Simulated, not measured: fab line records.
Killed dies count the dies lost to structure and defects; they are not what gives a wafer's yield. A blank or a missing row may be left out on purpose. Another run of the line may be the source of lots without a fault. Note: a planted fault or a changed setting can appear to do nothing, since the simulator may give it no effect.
Matching of chambers ; flow gf180mcu ; GF_V2_CVD_02 on pecvd-03 has 3 sister chambers
The step deposits SiO2 from TEOS, target thk 850 nm, time 94.851 s. 6 wafers are shown with their chamber, then 8 later ones without.

WAFERS WITH THEIR CHAMBER
wafer;chamber;heater-power-w (W)
L398.4;0;691
L406.6;1;575
L407.2;0;744
L407.3;1;753
L407.4;2;706
L408.1;2;715

WAFERS WITHOUT THEIR CHAMBER
wafer;heater-power-w (W)
L408.2;698
L408.6;754
L411.2;815
L411.3;723
L411.5;683
L413.2;800
L413.3;652
L413.6;703

WHICH CHAMBER EACH ONE RAN IN
wafer;from the rows above;in truth
L408.2;can't be placed: 2 or 0 or 1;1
L408.6;can't be placed: 0 or 2 or 1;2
L411.2;can't be placed: 0 or 2 or 1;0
L411.3;can't be placed: 0 or 2 or 1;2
L411.5;can't be placed: 1 or 2 or 0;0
L413.2;can't be placed: 0 or 2 or 1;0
L413.3;can't be placed: 1 or 2 or 0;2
L413.6;can't be placed: 2 or 0 or 1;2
0 of 8 placed correctly. Cannot be placed on the basis of these rows: 8; the candidates contain the true chamber in 8. Wrongly placed: 0.
How it was worked out, from the rows above alone: a wafer's distance from a chamber is the root of the sum, over the readings, of the square of ((its reading less the chamber's mean) divided by the reading's scatter). The wafer belongs to the nearest chamber; if the next one is less than 2 further off, it can't be placed. A chamber's mean is the mean of its shown wafers. How the scatter is found: for the shown wafers, subtract from each reading the mean of its chamber, square and add these, divide the total by (wafers less chambers), then take the root.
